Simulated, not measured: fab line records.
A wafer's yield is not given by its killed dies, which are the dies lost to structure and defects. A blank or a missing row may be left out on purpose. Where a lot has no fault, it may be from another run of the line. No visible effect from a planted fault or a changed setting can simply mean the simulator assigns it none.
Chamber matching	flow gf180mcu	GF_V5_CMP_26 on cmp-01 has 4 sister chambers
The step polishes, stops on SiO2, t overpolish 15 s, target thk 0 nm. 4 wafers are shown with their chamber, then 10 later ones without.

## EACH WAFER AND ITS CHAMBER
wafer	chamber	motor current A (A)
L089.4	1	8.8
L089.5	2	11.1
L090.1	0	11.7
L090.2	3	12.0

## WAFERS WITHOUT THEIR CHAMBER
wafer	motor current A (A)
L090.5	11.6
L093.3	11.7
L093.4	12.0
L093.5	11.9
L094.3	12.1
L094.5	8.9
L094.6	11.8
L097.3	11.6
L097.4	12.0
L097.6	11.9

## WHICH CHAMBER EACH ONE RAN IN
wafer	from the rows above	in truth
L090.5	0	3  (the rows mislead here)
L093.3	0	0
L093.4	3	3
L093.5	can't be placed: 3 or 0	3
L094.3	3	3
L094.5	1	1
L094.6	can't be placed: 0 or 3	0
L097.3	0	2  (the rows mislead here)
L097.4	3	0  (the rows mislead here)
L097.6	can't be placed: 3 or 0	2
4 of 10 placed correctly. Cannot be placed on the basis of these rows: 3; the candidates contain the true chamber in 2. Placed wrongly: 3.
How it was worked out, from the rows above alone: a wafer's distance from a chamber is the root of the sum, over the readings, of the square of ((its reading less the chamber's mean) divided by the reading's scatter). The wafer belongs to the nearest chamber; if the next one is less than 2 further off, it can't be placed. For every chamber, the mean is computed from those of its wafers that are shown. The scatter (one wafer shown for each chamber): square how far every hidden wafer sits from the nearest shown wafer, average those squares and take the square root.
